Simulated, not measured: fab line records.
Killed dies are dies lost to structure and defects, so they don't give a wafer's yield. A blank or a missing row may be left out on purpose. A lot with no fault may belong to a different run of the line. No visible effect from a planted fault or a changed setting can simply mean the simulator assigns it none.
Comparing a struck lot with a sound one + flow sky130 + 15 out of 708 route steps
Sound: wafers L971.1, L971.5, L971.6. Struck: wafer L983.6. (L983.3, L983.5 of the same lot were not struck and are left out.) The cause comes at the end.
At each step with rows: each side's tool, then ch and its chambers, then its first start. Under that, the readings that differ: sound wafers + struck wafers + difference of the means + sigmas: that difference in standard deviations of wafers without a fault.
alike: readings whose means differ by less than 2 such deviations, and words and numbers that are the same on both sides. not compared: withheld readings, readings that some wafer has no value for, bounds like >300 that may hide the same value, and numbers for which the record gives no deviation and whose values overlap.
The two part at a step that has a row with sigmas, a row that says differs or no value, or rows on one side only. When numbers do not overlap yet have no deviation, they are printed without sigmas and do not part them. A reading that every wafer of one side lacks parts them only if that side has two wafers or more.

first, 2 steps without rows for these wafers: SKY_METAL4_PEB_11; SKY_METAL4_DEVELOP_12 (develop time 60 s).
SKY_METAL4_CD_MEAS_13: target cd 300 nm.
  sound on cd sem-01, day 42 20:07; struck on cd sem-02, day 46 00:29
| reading    | sound             | struck | difference | sigmas |
|------------|-------------------|--------|------------|--------|
| cd nm (nm) | 298.7 298.4 297.6 | 300.7  | +2.5       | +2     |
SKY_METAL4_OVL_MEAS_14:
  sound on overlay-01, day 42 20:14; struck on overlay-02, day 46 00:35
  alike: METAL4_OVL
SKY_METAL4_DESCUM_15: chemistry O2, time 8 s.
  sound on rie metal-01 ch 0,1, day 42 20:16; struck on rie metal-04 ch 1, day 46 00:37
| reading               | sound             | struck | difference | sigmas |
|-----------------------|-------------------|--------|------------|--------|
| oes product au (a.u.) | 1.028 1.019 0.990 | 0.985  | -0.027     | -2     |
  alike: drypump motor current A
  not compared: rf hours counter h
SKY_METAL4_ETCH_16: etches BARC in N2/H2, stops on SiO2, time 88.2 s, target depth 60 nm.
  sound on rie metal-01 ch 0,1, day 42 20:18; struck on rie metal-04 ch 1, day 46 00:40
  alike: drypump motor current A, n2 flow sccm, oes product au, throttle valve pct
  not compared: rf hours counter h
then, 1 step without rows for these wafers: SKY_METAL4_ETCH_17 (etches SiO2 in C4F8/O2/Ar, stops on TiN, time 3.9 s, target depth 15 nm).
SKY_METAL4_METAL_ETCH_18: etches the open film in Cl2/BCl3, stops on SiO2, target depth 845 nm, time 183.1 s.
  sound on rie metal-03 ch 0,1, day 42 20:25; struck on rie metal-01 ch 1, day 46 00:49
  alike: drypump motor current A, oes product au, throttle valve pct
  not compared: rf hours counter h
SKY_METAL4_STRIP_19: strips in O2/N2.
  sound on plasma asher-01 ch 0,1, day 42 20:36; struck on plasma asher-04 ch 1, day 46 00:58
  alike: drypump motor current A, n2 flow sccm, oes product au, strip time to endpoint s
  not compared: rf hours counter h
then, 3 steps without rows for these wafers: SKY_METAL4_STRIP_20 (strips in post etch residue remover, time 1200 s); SKY_METAL4_CLEAN_21 (cleans in IPA, time 180 s); SKY_METAL4_CLEAN_22 (cleans in O3/DIW).
SKY_VIA4_HDPCVD_00: deposits SiO2, target thk 1750 nm, time 291.7 s.
  sound on hdpcvd-02 ch 1,2, day 42 21:11; struck on hdpcvd-02 ch 1, day 46 01:31
| reading                                  | sound             | struck | difference | sigmas |
|------------------------------------------|-------------------|--------|------------|--------|
| run length s (s)                         | 320.3 320.3 318.8 | 361.4  | +41.6      | +63    |
| model.SiO2_of_VIA4_HDPCVD_00.thk nm (nm) | 1764 1771 1769    | 2047   | +279       |        |
SKY_VIA4_THK_MEAS_01:
  sound on film metro-03, day 42 21:22; struck on film metro-01, day 46 01:43
| reading              | sound          | struck | difference | sigmas |
|----------------------|----------------|--------|------------|--------|
| VIA4_HDPCVD_THK (nm) | 1765 1771 1770 | 2045   | +276       | +13    |
SKY_VIA4_CMP_02: polishes SiO2.
  sound on cmp-01 ch 1,2, day 42 21:26; struck on cmp-01 ch 3, day 46 01:52
  alike: motor current A

## WHERE THEY PART
Last at SKY_VIA4_THK_MEAS_01 as far as this record goes, first at SKY_METAL4_CD_MEAS_13. Later steps at which nothing parts them and some readings are alike: SKY_VIA4_CMP_02.

WHY: what the simulator had put in
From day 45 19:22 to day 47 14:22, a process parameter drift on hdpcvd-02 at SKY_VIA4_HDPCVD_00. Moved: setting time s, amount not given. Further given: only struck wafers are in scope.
